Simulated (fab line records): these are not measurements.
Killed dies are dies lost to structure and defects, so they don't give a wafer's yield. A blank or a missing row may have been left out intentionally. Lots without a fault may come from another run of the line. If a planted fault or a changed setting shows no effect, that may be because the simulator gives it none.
fab line records	flow sky130
[record] lots = 6	wafers = 18	lastDay = 50
route steps=708 shown METAL1@441 PAD_OPEN@708
lots that met no fault: taken from a fault-free run of the same line
startH: hours from the record's opening day to when the first of the lot's shown wafers began	waitH: how many hours have passed since the lot's step before this one	" the same as in the row above	L1.1+2: one row covering several wafers at once	- value missing, or start not given	* or withheld: withheld	< > ~ a bound
route shown NAME@n: a module of which the file shows steps, and the number in the route of the first	usual: mean and standard deviation over wafers with no fault	same: alike in all rows	chamber/n: place in a boat	sites: the reading at each site	_std_site: the standard deviation of these	_edge_site: inner sites' mean taken away from outer sites' mean	radiusMm: for every site, how far away it sits from the centre of the wafer	mask NAME#n: copy n	behind: the most recent tool/chamber to have shaped the wafer	hold: why the lot went on hold/how many hours it stayed there/how the hold came to an end	device: transistor that didn't switch, given as n, p or np	end of line: the tests these same wafers got at the end of their route	step lacking rows: just its recipe	killed: not the wafer's yield, but the dies lost to structure and defects at the first sort	map: shows each die of a wafer: x if killed, . if not, _ if none is there
set.NAME: setting as actually run; set.NAME@STEP: the setting as run at that earlier step	model.NAME: the simulator's own value behind a step, which no gauge read
a table for each step, a row for each wafer; lots at some steps of the route
services: from which hour (startH, from the record's first day; less than 0 if before it) a tool's chamber was out of use, for how many hours, and why
[[steps]]
[step SKY_METAL1_DEHYDRATE_07]
[recipe] tempC = 200	timeS = 60
[step SKY_METAL1_HMDS_08]
[recipe] primeTimeS = 60	primeTempC = 120
[step SKY_METAL1_COAT_09]
[recipe] resist = BARC	tempC = withheld	timeS = withheld	spinRpm = 3000	resistThkNm = 60
[step SKY_METAL1_COAT_10]
[recipe] resist = KrF-thick	spinRpm = 3000	resistThkNm = 450
[step SKY_METAL1_SOFTBAKE_11]
[recipe] tempC = 100	timeS = 90	resist = KrF-thick
[step SKY_METAL1_EXPOSE_12]
[recipe] maskId = MM1	na = 0.8	sourceShape = annular	sigmaInner = 0.55	sigmaOuter = 0.85	targetCdNm = 140	doseMj = 28
[step SKY_METAL1_PEB_13]
[recipe] pebTempC = withheld	pebTimeS = withheld	resist = KrF-thick
[step SKY_METAL1_DEVELOP_14]
[recipe] developTimeS = 60	resist = KrF-thick	devTempC = 21
[step SKY_METAL1_CD_MEAS_15]
[recipe] targetCdNm = 140
[usual] cdNm = 140.5/1.4
lot.wafer	tool	chamber	startH	waitH	cdNm
L134.2	cdSem-01	-	809.41	-	140.9
L134.3	"	-	"	"	140.6
L134.5	"	-	"	"	140.7
L135.3	cdSem-01	-	817.55	-	141.1
L135.4	"	-	"	"	140.5
L135.6	"	-	"	"	141.5
L141.1	cdSem-02	-	870.24	-	143.0
L141.4	"	-	"	"	143.2
L141.5	"	-	"	"	142.9
L150.1	cdSem-02	-	926.89	-	142.3
L150.5	"	-	"	"	139.1
L150.6	"	-	"	"	139.8
L151.4	cdSem-01	-	932.00	-	137.6
L151.5	"	-	"	"	139.9
L151.6	"	-	"	"	139.6
L152.1	cdSem-01	-	947.34	-	139.1
L152.2	"	-	"	"	140.1
L152.6	"	-	"	"	139.3
[step SKY_METAL1_OVL_MEAS_16]
[usual] METAL1_OVL = 7/4
lot.wafer	tool	chamber	startH	waitH	METAL1_OVL[nm]
L134.2	overlay-02	-	809.52	0.1	4
L134.3	"	-	"	"	7
L134.5	"	-	"	"	8
L135.3	overlay-01	-	817.64	0.1	10
L135.4	"	-	"	"	6
L135.6	"	-	"	"	5
L141.1	overlay-01	-	870.36	0.1	7
L141.4	"	-	"	"	11
L141.5	"	-	"	"	3
L150.1	overlay-01	-	927.01	0.1	7
L150.5	"	-	"	"	9
L150.6	"	-	"	"	0
L151.4	overlay-02	-	932.08	0.1	5
L151.5	"	-	"	"	12
L151.6	"	-	"	"	9
L152.1	overlay-01	-	947.46	0.1	4
L152.2	"	-	"	"	8
L152.6	"	-	"	"	11
[step SKY_METAL1_DESCUM_17]
[recipe] chemistry = O2	sourcePowerW = 150	biasPowerW = 0	pressureMtorr = 10	tempC = 40	timeS = 8
[usual] drypumpMotorCurrentA = 5.9/0.37	oesProductAu = 1.000/0.017	tempC = 40.00/0.12
[same] timeS = 8
lot.wafer	tool	chamber	startH	waitH	drypumpMotorCurrentA	oesProductAu	rfHoursCounterH	tempC
L134.2	rieMetal-01	0	809.55	0.0	6.0	0.999	3	39.90
L134.3	"	0	"	"	5.9	0.995	-	40.04
L134.5	"	1	"	"	5.9	0.993	-	40.35
L135.3	rieMetal-04	0	817.68	0.0	6.3	1.012	-	40.12
L135.4	"	1	"	"	5.4	0.990	-	40.04
L135.6	"	0	"	"	6.3	1.009	-	40.05
L141.1	rieMetal-04	0	870.40	0.0	6.4	1.027	14	40.06
L141.4	"	0	"	"	6.3	1.028	-	39.94
L141.5	"	1	"	"	5.4	0.989	-	40.09
L150.1	rieMetal-04	0	927.05	0.0	6.3	1.016	18	40.00
L150.5	"	0	"	"	6.3	1.010	-	39.88
L150.6	"	1	"	"	5.4	0.967	-	39.96
L151.4	rieMetal-04	1	932.13	0.0	5.3	0.971	-	39.88
L151.5	"	1	"	"	5.3	0.960	-	39.96
L151.6	"	1	"	"	5.4	0.973	-	40.09
L152.1	rieMetal-04	1	947.50	0.0	5.4	0.959	3	39.95
L152.2	"	1	"	"	5.4	0.960	-	40.15
L152.6	"	1	"	"	5.4	0.948	-	40.10
[step SKY_METAL1_ETCH_18]
[recipe] chemistry = N2/H2	target = BARC	ionEnergyEv = 200	biasW = 100	pressureMtorr = 30	n2FlowSccm = 100	h2FlowSccm = 200	icpW = 500	stopOn = SiO2	timeS = 45.9	targetDepthA = 600
[usual] biasW = 100.00/0.3	chamberPressureMTorr = 30.001/0.027	drypumpMotorCurrentA = 5.9/0.37	n2FlowSccm = 100.04/0.26	oesProductAu = 0.854/0.0047	throttleValvePct = 13.225/0.009
[same] timeS = 45.9
lot.wafer	tool	chamber	startH	waitH	biasW	chamberPressureMTorr	drypumpMotorCurrentA	n2FlowSccm	oesProductAu	rfHoursCounterH	throttleValvePct
L134.2	rieMetal-01	0	809.58	0.0	100.60	29.966	6.0	100.18	0.853	3	13.215
L134.3	"	0	"	"	99.88	30.017	5.9	100.27	0.842	-	13.224
L134.5	"	1	"	"	100.19	30.032	5.9	100.20	0.848	-	13.220
L135.3	rieMetal-04	0	817.72	0.0	100.17	29.960	6.3	99.84	0.855	-	13.233
L135.4	"	1	"	"	99.51	30.048	5.4	100.06	0.846	-	13.207
L135.6	"	0	"	"	100.12	29.994	6.3	99.71	0.846	-	13.225
L141.1	rieMetal-04	0	870.43	0.0	99.55	29.965	6.4	100.16	0.857	14	13.212
L141.4	"	0	"	"	99.83	30.029	6.4	100.00	0.859	-	13.221
L141.5	"	1	"	"	100.29	30.024	5.4	100.05	0.859	-	13.221
L150.1	rieMetal-04	0	927.08	0.0	100.27	29.971	6.3	99.79	0.852	18	13.226
L150.5	"	0	"	"	99.75	30.009	6.4	99.44	0.867	-	13.225
L150.6	"	1	"	"	99.76	29.938	5.4	99.88	0.852	-	13.240
L151.4	rieMetal-04	1	932.23	0.1	99.63	30.000	5.4	100.30	0.857	-	13.225
L151.5	"	1	"	"	99.92	30.066	5.4	99.97	0.860	-	13.223
L151.6	"	1	"	"	99.35	30.035	5.4	100.02	0.863	-	13.224
L152.1	rieMetal-04	1	947.56	0.1	100.77	30.042	5.4	99.94	0.856	3	13.230
L152.2	"	1	"	"	99.74	30.006	5.4	99.73	0.847	-	13.225
L152.6	"	1	"	"	100.22	29.974	5.4	100.09	0.854	-	13.218
[step SKY_METAL1_METAL_ETCH_19]
[recipe] targetDepthA = 3600	stopOn = SiO2	overEtchFrac = 0.3	timeS = 78	chemistry = Cl2/BCl3	resistSidewallDeg = 88	pressureMtorr = 10	icpW = 900	biasW = 48.5	Cl2_flow_sccm = 60	bcl3FlowSccm = 30
[usual] bcl3FlowSccm = 30.01/0.083	biasW = 48.51/0.13	drypumpMotorCurrentA = 5.9/0.38	mfcCl2Sccm = 60.03/0.18	oesProductAu = 0.856/0.0067	throttleValvePct = 22.265/0.0094	timeS = 78/0
lot.wafer	tool	chamber	startH	waitH	bcl3FlowSccm	biasW	drypumpMotorCurrentA	mfcCl2Sccm	oesProductAu	rfHoursCounterH	throttleValvePct	timeS	model.KrF-thick_of_METAL1_COAT_10.thkNm	model.SiO2_of_CONTACT_HDPCVD_02.thkNm
L134.2	rieMetal-01	0	809.64	0.0	29.87	48.63	6.0	60.43	0.868	3	22.304	78	156.8	325.8
L134.3	"	0	"	"	30.02	48.25	6.0	60.15	0.855	-	22.265	78	156.8	326.2
L134.5	"	1	"	"	29.98	48.41	5.9	60.33	0.852	-	22.277	78	159.8	326.4
L135.3	rieMetal-04	0	817.79	0.1	30.24	48.20	6.3	60.02	0.840	-	22.266	78	152.3	325.5
L135.4	"	1	"	"	30.19	48.34	5.4	59.96	0.854	-	22.269	78	161.5	326.5
L135.6	"	0	"	"	30.01	48.36	6.3	60.17	0.839	-	22.271	78	154.6	325.2
L141.1	rieMetal-04	0	870.49	0.0	30.06	48.45	6.4	59.71	0.864	14	22.249	78	154.6	324.7
L141.4	"	0	"	"	30.16	48.58	6.3	60.07	0.851	-	22.265	78	155.7	323.8
L141.5	"	1	"	"	29.90	48.34	5.4	60.11	0.851	-	22.277	78	170.1	324.2
L150.1	rieMetal-04	0	927.14	0.0	-	-	-	-	-	-	-	-	394.4	335.8
L150.5	"	0	"	"	-	-	-	-	-	-	-	-	394.3	337
L150.6	"	1	"	"	-	-	-	-	-	-	-	-	397.2	337.4
L151.4	rieMetal-04	1	932.38	0.1	-	-	-	-	-	-	-	-	393.1	337.7
L151.5	"	1	"	"	-	-	-	-	-	-	-	-	395.3	337.3
L151.6	"	1	"	"	-	-	-	-	-	-	-	-	394.1	336.8
L152.1	rieMetal-04	1	947.69	0.1	30.01	48.56	5.4	60.33	0.859	3	22.253	78	173.9	324.8
L152.2	"	1	"	"	29.99	48.57	5.4	60.39	0.850	-	22.262	78	174.1	325.6
L152.6	"	1	"	"	30.02	48.68	5.4	60.05	0.865	-	22.260	78	175.4	327.6
[step SKY_METAL1_STRIP_20]
[recipe] chemistry = O2/N2	powerW = 1400	pressureMtorr = 1500	platenTempC = withheld	o2FlowSccm = 3000	n2FlowSccm = 300	overashFraction = 0.5
[usual] drypumpMotorCurrentA = 5.8/0.53	n2FlowSccm = 300.1/0.94	oesProductAu = 0.343/0.0055	stripTimeToEndpointS = 2.69/0.083
lot.wafer	tool	chamber	startH	waitH	drypumpMotorCurrentA	n2FlowSccm	oesProductAu	rfHoursCounterH	stripTimeToEndpointS
L134.2	plasmaAsher-03	1	809.73	0.1	6.2	301.1	0.337	69	2.67
L134.3	"	0	"	"	6.2	300.6	0.343	-	2.67
L134.5	"	0	"	"	6.2	300.3	0.345	-	2.71
L135.3	plasmaAsher-04	0	817.89	0.1	5.6	297.8	0.343	-	2.64
L135.4	"	1	"	"	4.9	299.0	0.342	-	2.72
L135.6	"	0	"	"	5.6	298.7	0.343	-	2.65
L141.1	plasmaAsher-03	1	870.58	0.1	6.2	300.6	0.334	77	2.65
L141.4	"	1	"	"	6.2	298.9	0.340	-	2.65
L141.5	"	1	"	"	6.2	299.1	0.352	-	2.83
L150.1	plasmaAsher-04	1	927.23	0.1	4.9	299.1	0.444	50	5.22
L150.5	"	0	"	"	5.6	298.8	0.450	-	5.22
L150.6	"	1	"	"	4.9	300.4	0.454	-	5.26
L151.4	plasmaAsher-04	0	932.57	0.2	5.6	299.4	0.444	-	5.21
L151.5	"	0	"	"	5.6	299.6	0.440	-	5.23
L151.6	"	1	"	"	4.9	299.6	0.446	-	5.21
L152.1	plasmaAsher-04	1	947.87	0.1	4.9	300.2	0.346	52	2.87
L152.2	"	0	"	"	5.6	300.8	0.359	52	2.88
L152.6	"	1	"	"	4.9	300.1	0.352	-	2.87
[step SKY_METAL1_STRIP_21]
[recipe] chemistry = postEtchResidueRemover	timeS = 1200	tempC = 72.5
[step SKY_PAD_OPEN_PROBE_99]
[usual] defectLimitedYield = 82.8/2	killed_at_M0_to_M3 = 43/7.8	killed_at_M4_up = 3.2/1.9	killedAtContacts = 24/5	killedAtFrontEnd = 14/4.5	killedAtOther = 0.2/0.41	killedDies = 84/9.6	killedOnRim = 17/3.8	killedOpen = 47/6.9	killedShort = 38/6	sort_bin_3_pad_short = 0.8/0.43	sort_bin_5_function = 10.1/1.4	sort_bin_6_memory = 6.3/1.1	sortNPass = 408/9.6	sortYieldPct = 82.8/2
[same] grossDies = 492	killedAtBackSide = 0	sort_bin_4_leakage[%] = 0	sort_bin_8_speed[%] = 0
lot.wafer	tool	chamber	startH	waitH	hold	defectLimitedYield[%]	killed_at_M0_to_M3	killed_at_M4_up	killedAtContacts	killedAtFrontEnd	killedAtOther	killedDies	killedOnRim	killedOpen	killedShort	sort_bin_3_pad_short[%]	sort_bin_5_function[%]	sort_bin_6_memory[%]	sortNPass	sortYieldPct[%]
L134.2	prober-01	-	1110.26	0.1	-	83.9	38	3	21	17	0	79	14	36	43	1.4	8.1	6.5	413	83.9
L134.3	prober-01	-	1110.31	0.2	-	83.9	31	1	26	21	0	79	11	44	35	0.6	10.2	5.3	413	83.9
L134.5	prober-01	-	1110.41	0.2	-	82.3	33	5	35	13	1	87	14	45	42	0.8	11.0	5.9	405	82.3
L135.3	prober-02	-	1117.21	0.2	-	83.7	47	0	19	14	0	80	17	44	36	0.8	9.6	5.9	412	83.7
L135.4	prober-02	-	1117.26	0.2	-	81.1	42	6	28	16	1	93	16	48	45	0.8	12.2	5.9	399	81.1
L135.6	prober-02	-	1117.36	0.2	-	86.0	31	3	22	13	0	69	18	39	30	0.6	10.0	3.5	423	86.0
L141.1	prober-02	-	1155.70	0.1	-	84.3	40	3	21	13	0	77	21	41	36	0.4	9.1	6.1	415	84.3
L141.4	prober-02	-	1155.85	0.2	-	87.6	25	3	21	11	1	61	9	32	29	0.2	7.7	4.5	431	87.6
L141.5	prober-02	-	1155.90	0.2	-	84.1	44	5	21	8	0	78	14	42	36	0.6	9.8	5.5	414	84.1
L150.1	prober-01	-	1195.35	0.1	awaitDispo/2.9h/scrap	0	443	4	30	15	0	492	96	49	40	1.2	92.1	6.7	0	0
L150.5	prober-01	-	1195.55	0.2	awaitDispo/2.9h/scrap	0	451	4	27	10	0	492	96	38	38	1.0	93.5	5.5	0	0
L150.6	prober-01	-	1195.60	0.2	awaitDispo/2.9h/scrap	0	454	2	24	12	0	492	96	46	33	0.8	92.7	6.5	0	0
L151.4	prober-01	-	1196.51	0.2	awaitDispo/8.4h/scrap	0	448	6	27	11	0	492	96	53	43	0.2	91.1	8.7	0	0
L151.5	prober-01	-	1196.56	0.2	awaitDispo/8.4h/scrap	0	452	1	31	7	1	492	96	48	32	0.6	94.5	4.9	0	0
L151.6	prober-01	-	1196.61	0.2	awaitDispo/8.4h/scrap	0	452	5	29	6	0	492	96	45	37	1.0	92.7	6.3	0	0
L152.1	prober-01	-	1207.56	0.1	-	83.1	48	4	20	11	0	83	14	52	31	0.4	12.2	4.3	409	83.1
L152.2	prober-01	-	1207.61	0.1	-	81.3	41	1	26	24	0	92	23	57	35	0.6	11.4	6.7	400	81.3
L152.6	prober-01	-	1207.81	0.2	-	80.9	52	6	24	12	0	94	18	53	41	0.6	12.6	5.9	398	80.9
// killed by level:class
L134.2 METAL2:geometricParticle:short=9 VIA1:geometricParticle:open=7 LI_CONTACT:geometricParticle:open=6 CONTACT:geometricParticle:open=6 VIA1:geometricParticle:short=6 FIELD_ISO:geometricParticle:open=5 LOCAL_INTERCONNECT:geometricParticle:short=5 CONTACT:geometricParticle:short=4
L134.3 CONTACT:geometricParticle:open=10 LOCAL_INTERCONNECT:geometricParticle:short=7 FIELD_ISO:geometricParticle:open=6 LI_CONTACT:geometricParticle:open=6 VIA1:geometricParticle:open=6 METAL2:geometricParticle:short=5 POLY_GATE:geometricParticle:open=4 VIA2:geometricParticle:open=4
L134.5 LI_CONTACT:geometricParticle:open=15 VIA3:geometricParticle:open=8 LI_CONTACT:geometricParticle:short=7 METAL2:geometricParticle:short=7 CONTACT:geometricParticle:open=6 VIA2:geometricParticle:open=6 VIA1:geometricParticle:open=5 FIELD_ISO:geometricParticle:short=4
L135.3 VIA1:geometricParticle:open=12 POLY_GATE:geometricParticle:open=8 METAL1:geometricParticle:short=6 VIA3:geometricParticle:open=6 LI_CONTACT:geometricParticle:open=5 LOCAL_INTERCONNECT:geometricParticle:short=5 VIA2:geometricParticle:open=5 METAL3:geometricParticle:short=5
L135.4 CONTACT:geometricParticle:open=14 VIA1:geometricParticle:open=8 METAL2:geometricParticle:short=6 VIA3:geometricParticle:open=6 CONTACT:geometricParticle:short=6 METAL3:geometricParticle:short=5 FIELD_ISO:geometricParticle:short=4 VIA1:geometricParticle:short=4
L135.6 VIA1:geometricParticle:open=9 LI_CONTACT:geometricParticle:open=7 FIELD_ISO:geometricParticle:short=5 FIELD_ISO:geometricParticle:open=4 CONTACT:geometricParticle:open=4 LOCAL_INTERCONNECT:geometricParticle:short=4 CONTACT:geometricParticle:short=4 METAL1:geometricParticle:short=4
L141.1 VIA2:geometricParticle:open=11 VIA1:geometricParticle:open=8 LI_CONTACT:geometricParticle:open=7 FIELD_ISO:geometricParticle:short=6 CONTACT:geometricParticle:open=5 METAL1:geometricParticle:short=5 FIELD_ISO:geometricParticle:open=4 VIA2:geometricParticle:short=4
L141.4 CONTACT:geometricParticle:open=10 METAL1:geometricParticle:short=6 CONTACT:geometricParticle:short=4 VIA2:geometricParticle:open=4 VIA3:geometricParticle:open=4 SONOS_ONO:geometricParticle:open=3 SPACER:geometricParticle:short=3 LOCAL_INTERCONNECT:geometricParticle:open=3
L141.5 METAL2:geometricParticle:short=9 VIA1:geometricParticle:open=9 VIA3:geometricParticle:open=8 LI_CONTACT:geometricParticle:open=7 CONTACT:geometricParticle:open=6 VIA1:geometricParticle:short=6 VIA2:geometricParticle:open=4 METAL4:geometricParticle:short=4
L150.1 METAL1:areaEtch=403 LI_CONTACT:geometricParticle:open=11 CONTACT:geometricParticle:open=8 VIA1:geometricParticle:open=8 VIA3:geometricParticle:open=8 VIA1:geometricParticle:short=7 FIELD_ISO:geometricParticle:short=5 POLY_GATE:geometricParticle:open=5
L150.5 METAL1:areaEtch=416 VIA1:geometricParticle:open=8 LOCAL_INTERCONNECT:geometricParticle:short=7 LI_CONTACT:geometricParticle:open=7 CONTACT:geometricParticle:open=7 METAL2:geometricParticle:short=7 VIA1:geometricParticle:short=5 POLY_GATE:geometricParticle:short=4
L150.6 METAL1:areaEtch=413 VIA1:geometricParticle:open=14 CONTACT:geometricParticle:open=8 LI_CONTACT:geometricParticle:open=6 LOCAL_INTERCONNECT:geometricParticle:short=5 VIA2:geometricParticle:open=5 VIA3:geometricParticle:open=5 VIA1:geometricParticle:short=4
L151.4 METAL1:areaEtch=396 VIA1:geometricParticle:open=13 CONTACT:geometricParticle:open=11 METAL2:geometricParticle:short=8 VIA2:geometricParticle:open=7 LI_CONTACT:geometricParticle:open=7 VIA1:geometricParticle:short=6 METAL1:geometricParticle:short=5
L151.5 METAL1:areaEtch=412 CONTACT:geometricParticle:short=11 VIA1:geometricParticle:open=11 LI_CONTACT:geometricParticle:open=8 CONTACT:geometricParticle:open=7 VIA3:geometricParticle:open=5 VIA2:geometricParticle:open=5 METAL3:geometricParticle:short=3
L151.6 METAL1:areaEtch=410 VIA1:geometricParticle:open=10 LI_CONTACT:geometricParticle:open=8 VIA3:geometricParticle:open=8 METAL3:geometricParticle:short=7 CONTACT:geometricParticle:open=6 CONTACT:geometricParticle:short=5 LOCAL_INTERCONNECT:geometricParticle:short=5
L152.1 VIA1:geometricParticle:open=14 VIA3:geometricParticle:open=10 VIA1:geometricParticle:short=8 LI_CONTACT:geometricParticle:open=6 VIA2:geometricParticle:open=6 CONTACT:geometricParticle:open=5 LOCAL_INTERCONNECT:geometricParticle:short=4 CONTACT:geometricParticle:short=4
L152.2 POLY_GATE:geometricParticle:open=9 VIA1:geometricParticle:open=9 VIA2:geometricParticle:open=9 LI_CONTACT:geometricParticle:open=8 CONTACT:geometricParticle:open=7 FIELD_ISO:geometricParticle:open=6 LOCAL_INTERCONNECT:geometricParticle:short=5 CONTACT:geometricParticle:short=5
L152.6 VIA1:geometricParticle:open=11 METAL2:geometricParticle:short=11 LI_CONTACT:geometricParticle:open=10 CONTACT:geometricParticle:open=9 VIA2:geometricParticle:open=6 VIA3:geometricParticle:open=6 FIELD_ISO:geometricParticle:short=4 CONTACT:geometricParticle:short=4
// map L150.1 (x killed, . not)
__________xxxxxxxxxx_________
________xxxxxxxxxxxxxx_______
______xxxxxxxxxxxxxxxxxx_____
_____xxxxxxxxxxxxxxxxxxxx____
____xxxxxxxxxxxxxxxxxxxxxx___
___xxxxxxxxxxxxxxxxxxxxxxxx__
__xxxxxxxxxxxxxxxxxxxxxxxxxx_
_xxxxxxxxxxxxxxxxxxxxxxxxxxxx
_xxxxxxxxxxxxxxxxxxxxxxxxxxxx
_xxxxxxxxxxxxxxxxxxxxxxxxxxxx
_xxxxxxxxxxxxxxxxxxxxxxxxxxxx
_xxxxxxxxxxxxxxxxxxxxxxxxxxxx
_xxxxxxxxxxxxxxxxxxxxxxxxxxxx
_xxxxxxxxxxxxxxxxxxxxxxxxxxxx
_xxxxxxxxxxxxxxxxxxxxxxxxxxxx
__xxxxxxxxxxxxxxxxxxxxxxxxxx_
___xxxxxxxxxxxxxxxxxxxxxxxx__
____xxxxxxxxxxxxxxxxxxxxxx___
_____xxxxxxxxxxxxxxxxxxxx____
______xxxxxxxxxxxxxxxxxx_____
________xxxxxxxxxxxxxx_______
__________xxxxxxxxxx_________
// map L151.4 (x killed, . not)
__________xxxxxxxxxx_________
________xxxxxxxxxxxxxx_______
______xxxxxxxxxxxxxxxxxx_____
_____xxxxxxxxxxxxxxxxxxxx____
____xxxxxxxxxxxxxxxxxxxxxx___
___xxxxxxxxxxxxxxxxxxxxxxxx__
__xxxxxxxxxxxxxxxxxxxxxxxxxx_
_xxxxxxxxxxxxxxxxxxxxxxxxxxxx
_xxxxxxxxxxxxxxxxxxxxxxxxxxxx
_xxxxxxxxxxxxxxxxxxxxxxxxxxxx
_xxxxxxxxxxxxxxxxxxxxxxxxxxxx
_xxxxxxxxxxxxxxxxxxxxxxxxxxxx
_xxxxxxxxxxxxxxxxxxxxxxxxxxxx
_xxxxxxxxxxxxxxxxxxxxxxxxxxxx
_xxxxxxxxxxxxxxxxxxxxxxxxxxxx
__xxxxxxxxxxxxxxxxxxxxxxxxxx_
___xxxxxxxxxxxxxxxxxxxxxxxx__
____xxxxxxxxxxxxxxxxxxxxxx___
_____xxxxxxxxxxxxxxxxxxxx____
______xxxxxxxxxxxxxxxxxx_____
________xxxxxxxxxxxxxx_______
__________xxxxxxxxxx_________
[[services]]
tool	chamber	startH	hours	kind
rieMetal-01	-	786.64	0.2	repair
plasmaAsher-04	-	854.42	21.9	repair
rieMetal-04	1	881.01	-	clean
rieMetal-04	1	881.01	26.3	scheduledDown
rieMetal-04	1	881.01	26.3	ventCycle
plasmaAsher-03	-	884.50	0.3	repair
rieMetal-01	0	911.02	9.7	repair
plasmaAsher-03	-	930.92	2.9	repair
rieMetal-04	0	932.01	-	clean
rieMetal-04	0	932.01	16.0	scheduledDown
rieMetal-04	0	932.01	16.0	ventCycle
[[key]]
[firstSign] step = SKY_METAL1_METAL_ETCH_19	reading = toolRecord	direction = missing
[effect] step = SKY_METAL1_STRIP_20	reading = stripTimeToEndpointS	direction = up	sigmas = 30	usual = *	struck = *
[effect] step = SKY_PAD_OPEN_PROBE_99	reading = sort_bin_5_function	direction = up	sigmas = 58	usual = 10.1	struck = 92.8
[modelEffect] step = SKY_METAL1_METAL_ETCH_19	value = KrF-thick_of_METAL1_COAT_10.thkNm	without = 167.8	struck = 394.7
[moreKillsBornAt] SKY_METAL1_METAL_ETCH_19@rieMetal-04 = 2450
metAt SKY_METAL1_METAL_ETCH_19
struckWafers L150.1,L150.5,L150.6,L151.4,L151.5,L151.6
laterRowsLeftOut L150.1,L150.5,L150.6,L151.4,L151.5,L151.6
onsetBetween 870.49 927.14
[fault] kind = skippedStepWhole	tool = rieMetal-04	chamber = -	onsetH = 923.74	steps = SKY_METAL1_METAL_ETCH_19	scope = struckLotsOnly
// laterRowsLeftOut: the simulator's readings of these wafers behind a module that went badly wrong aren't trusted and aren't shown, but for the sort
